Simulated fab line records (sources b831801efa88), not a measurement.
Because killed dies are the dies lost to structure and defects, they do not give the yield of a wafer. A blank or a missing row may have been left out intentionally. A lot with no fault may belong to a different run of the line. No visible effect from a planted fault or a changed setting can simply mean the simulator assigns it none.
A lot that was struck, set against a sound lot | flow sky130 | 35 out of 708 route steps
Sound: wafers L269.3, L269.4, L269.6. The struck wafers were L261.4, L261.5, L261.6. At the end, the cause is stated.
At each step with rows: each side's tool, then ch and its chambers, then its first start. Under that, the readings that differ: sound wafers | struck wafers | difference of the means | sigmas: that difference in standard deviations of wafers without a fault.
alike: a reading whose means differ by less than 2 such deviations, as well as words and numbers matching on both sides. not compared: withheld readings; readings where some wafer has no value; bounds like >300 that might hide an equal value; numbers whose values overlap and for which the record gives no deviation.
A row with sigmas, a row that says differs or no value, or rows on one side alone: a step with any of these is where the two part. Numbers that have no deviation but don't overlap get no sigmas and don't part them. Lack of a reading on every wafer of one side parts them only where that side has two or more wafers.

first, 10 steps without rows for these wafers: SKY_POLY_CUT_ETCH_10 (etches BARC in N2/H2, stops on SiO2, time 45.9 s, target depth 60 nm); SKY_POLY_CUT_ETCH_11 (etches Si3N4 in CF4/CH2F2/Ar, stops on poly-Si, time 42.5 s, target depth 60 nm); SKY_POLY_CUT_STRIP_12 (strips in O2/N2); SKY_SD_P_DEHYDRATE_00 (time 60 s); SKY_SD_P_HMDS_01 (prime time 60 s); SKY_SD_P_COAT_02 (resist thk 1140 nm); SKY_SD_P_SOFTBAKE_03 (time 60 s); SKY_SD_P_EXPOSE_04 (exposes mask PSDM, target cd 380 nm); SKY_SD_P_PEB_05; SKY_SD_P_DEVELOP_06 (develop time 60 s).
SKY_SD_P_IMPLANT_09:
  sound on implanter-02 ch 0, day 33 05:36; struck on implanter-04 ch 0, day 30 05:17
  reading       | sound                         | struck                        | difference | sigmas
  dose-ions-cm2 | 2.998e+15 3.001e+15 3.001e+15 | 3.226e+15 3.223e+15 3.226e+15 | +2.250e+14 | +73
SKY_SD_P_STRIP_10: strips in O2/N2.
  sound on plasma-asher-01 ch 0,1, day 33 05:44; struck on plasma-asher-01 ch 0,1, day 30 05:23
  reading                      | sound             | struck            | difference | sigmas
  oes-product-au (a.u.)        | 0.620 0.627 0.619 | 0.606 0.616 0.616 | -0.009     | -2
  strip-time-to-endpoint-s (s) | 17.41 17.49 17.49 | 17.68 17.68 17.67 | +0.21      | +7
  alike: drypump-motor-current-A, o2-flow-sccm
  not compared: rf-hours-counter-h
then, 21 steps without rows for these wafers: SKY_RES_XHIGH_DEHYDRATE_00 (time 60 s); SKY_RES_XHIGH_HMDS_01 (prime time 60 s); SKY_RES_XHIGH_COAT_02 (resist thk 1140 nm); SKY_RES_XHIGH_SOFTBAKE_03 (time 60 s); SKY_RES_XHIGH_EXPOSE_04 (exposes mask URPM, target cd 1270 nm); SKY_RES_XHIGH_PEB_05; SKY_RES_XHIGH_DEVELOP_06 (develop time 60 s); SKY_RES_XHIGH_IMPLANT_07; SKY_RES_XHIGH_STRIP_08 (strips in O2/N2); SKY_SD_N_DEHYDRATE_00 (time 60 s); SKY_SD_N_HMDS_01 (prime time 60 s); SKY_SD_N_COAT_02 (resist thk 1140 nm); SKY_SD_N_SOFTBAKE_03 (time 60 s); SKY_SD_N_EXPOSE_04 (exposes mask NSDM, target cd 380 nm); SKY_SD_N_PEB_05; SKY_SD_N_DEVELOP_06 (develop time 60 s); SKY_SD_N_IMPLANT_09; SKY_SD_N_IMPLANT_10; SKY_SD_N_STRIP_11 (strips in O2/N2); SKY_SD_N_CLEAN_13 (cleans in SC1/SC2, time 150 s); SKY_SD_N_RTA_14 (time 2 s).
-- the record jumps here: 2 days lie between the struck wafers' starts before and after --
SKY_SD_N_RS_MEAS_17: the measuring method here is four-point-probe.
  sound on film-metro-01 at day 35 10:40; struck on film-metro-01 at day 32 14:19
  reading          | sound             | struck            | difference | sigmas
  SD_P_RS (ohm/sq) | 147.2 147.0 146.9 | 145.7 145.6 146.1 | -1.2       | -3
-- record jumps: 17 days separate the struck wafers' starts on either side; left off in module SD_N, taken up again in module PAD_OPEN, whose first shown step is the route's number 708 --
SKY_PAD_OPEN_PROBE_99:
  sound on prober-01 at day 50 20:11; struck on prober-01 at day 49 03:13
  reading                             | sound             | struck            | difference | sigmas
  model.etest.res-high-po.line-ohm-um | 775.5 751.5 759.8 | 694.6 716.1 721   | -51.7      |
  model.etest.licon-high-po.rc-ohm    | 373.6 340.6 343.2 | 312 324.8 328.2   | -31        |
  model.etest.res-high-po.rs-ohm-sq   | 268.9 261 265.7   | 242.7 248.8 249.5 | -18.2      |
  alike: killed_at_M0_to_M3, killed_at_M4_up, killed-at-contacts, killed-at-front-end, killed-at-other, killed-dies, killed-open, killed-short

WHERE THEY PART
Earliest at SKY_SD_P_IMPLANT_09; latest, in this record, at SKY_SD_N_RS_MEAS_17. Later steps at which nothing parts them and some readings are alike: SKY_PAD_OPEN_PROBE_99.

WHY: what had been put in by the simulator
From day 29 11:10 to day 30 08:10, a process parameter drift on implanter-04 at SKY_SD_P_IMPLANT_09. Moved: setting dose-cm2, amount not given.
